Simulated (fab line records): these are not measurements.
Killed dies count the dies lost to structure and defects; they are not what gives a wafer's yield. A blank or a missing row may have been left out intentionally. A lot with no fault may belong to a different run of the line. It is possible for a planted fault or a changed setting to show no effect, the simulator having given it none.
Lot-split experiment -- flow sfqLine -- on a route of 325 steps: 5 lots, 23 wafers read

## ON THE SPLIT
At SFQ_TRILAYER_M7_LITHO_EXPOSE_178 (exposes mask M7, target cd 500 nm), the setting doseMj was moved away from the recipe's 14.4 on 7 of the 23 wafers read, by -7.3% to -5.8%. For the rest of the wafers, this setting stayed at what the recipe calls for.

## FROM THE SPLIT TO THE READING: what the file shows between them, 2 steps
- SFQ_TRILAYER_M7_LITHO_PEB_180: peb time 60 s
- SFQ_TRILAYER_M7_LITHO_DEVELOP_179: time 60 s

## THE READING
M7.cdNm (the simulator's own value, which no gauge read), in nm, at SFQ_TRILAYER_M7_BARC_OPEN_METAL_ETCH_229 (etches BARC in O2, target depth 125 nm, time 41.7 s). The file gives no usual value for it. The 16 wafers here that ran the recipe average 499.2 nm, standard deviation 1.7 nm.

wafer,"tool, chamber at the split",doseMj as run,against the recipe,"M7.cdNm, nm",against lot-mates on the recipe
L074.1,"krfScanner-02, 0",14.4,recipe,497.2,-
L074.2,"krfScanner-02, 0",14.4,recipe,499.5,-
L074.3,"krfScanner-02, 0",14.4,recipe,498.2,-
L074.5,"krfScanner-02, 0",14.4,recipe,499.4,-
L074.6,"krfScanner-02, 0",14.4,recipe,499.6,-
L075.1,"krfScanner-02, 0",14.4,recipe,497.2,-
L075.2,"krfScanner-02, 0",14.4,recipe,495.3,-
L075.3,"krfScanner-02, 0",13.35,-7.3%,508.1,+11.5
L075.5,"krfScanner-02, 0",14.4,recipe,497.3,-
L075.6,"krfScanner-02, 0",13.35,-7.3%,509.6,+13.0
L078.1,"krfScanner-02, 0",14.4,recipe,501.8,-
L078.2,"krfScanner-02, 0",14.4,recipe,500.9,-
L078.3,"krfScanner-02, 0",13.49,-6.3%,511.4,+10.1
L078.4,"krfScanner-02, 0",13.49,-6.3%,513,+11.7
L078.5,"krfScanner-02, 0",14.4,recipe,501.3,-
L079.2,"krfScanner-01, 0",14.4,recipe,499.9,-
L079.4,"krfScanner-01, 0",14.4,recipe,499.1,-
L079.6,"krfScanner-01, 0",14.4,recipe,501.2,-
L082.2,"krfScanner-01, 0",13.56,-5.8%,509,+9.6
L082.3,"krfScanner-01, 0",13.56,-5.8%,508.4,+9.0
L082.4,"krfScanner-01, 0",14.4,recipe,499.4,-
L082.6,"krfScanner-01, 0",14.4,recipe,499.4,-
L082.5,"krfScanner-01, 0",13.56,-5.8%,508.6,+9.2

FIT RESULTS
A straight line over all 23 wafers: M7.cdNm changes by -1.63 nm for each +1% of doseMj; r = -0.94; the points scatter about the line by 1.9 nm.
The same after taking each lot's own level away (the mean of its wafers on the recipe; 23 wafers): -1.66 nm for each +1%; r = -0.99; scatter 0.79 nm.
The reading moves by 12 nm for the largest change in doseMj, on that fit.
The lots' own levels span 496.60 to 501.33 nm, that is 2.8 times the standard deviation above.
So the lot-to-lot level changes the slope little: the two slopes agree.
Check: +12.2 nm against its lot-mates is what the line predicts for one of the wafers moved furthest among these (-7.3%) when that wafer is left out of the fit. Against them it came out at +11.5 nm.

## OTHER SPLITS APPLIED TO THESE WAFERS
Other splits were also applied to these wafers ahead of the reading. Each is held against what the fit with the lots' levels taken away leaves over:
other split on the same wafers,wafers away from the commonest value,r with M7.cdNm (lot level and that fit taken away)
SFQ_TRILAYER_M5_LITHO_PEB_126 pebTempC,10,-0.22
SFQ_TRILAYER_A5B_DEP_PECVD_129 timeS,11,-0.09
SFQ_TRILAYER_R5_DEP_SPUTTER_133 timeS,8,-0.20
SFQ_TRILAYER_R5_BARC_OPEN_METAL_ETCH_177 timeS,5,+0.02
SFQ_TRILAYER_I5_LITHO_PEB_147 pebTimeS,9,+0.22
SFQ_TRILAYER_I5_BARC_OPEN_VIA_ETCH_200 biasW,11,+0.30
SFQ_TRILAYER_M6_DEP_SPUTTER_157 powerW,9,-0.38
SFQ_TRILAYER_M6_LITHO_PEB_162 pebTimeS,9,+0.02
SFQ_TRILAYER_I6_VIA_BARC_OPEN_VIA_ETCH_235 sourceW,11,+0.06

## FILE'S OWN FIT
M7.cdNm changes by -1.67 nm for each +1% of doseMj, r = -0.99.
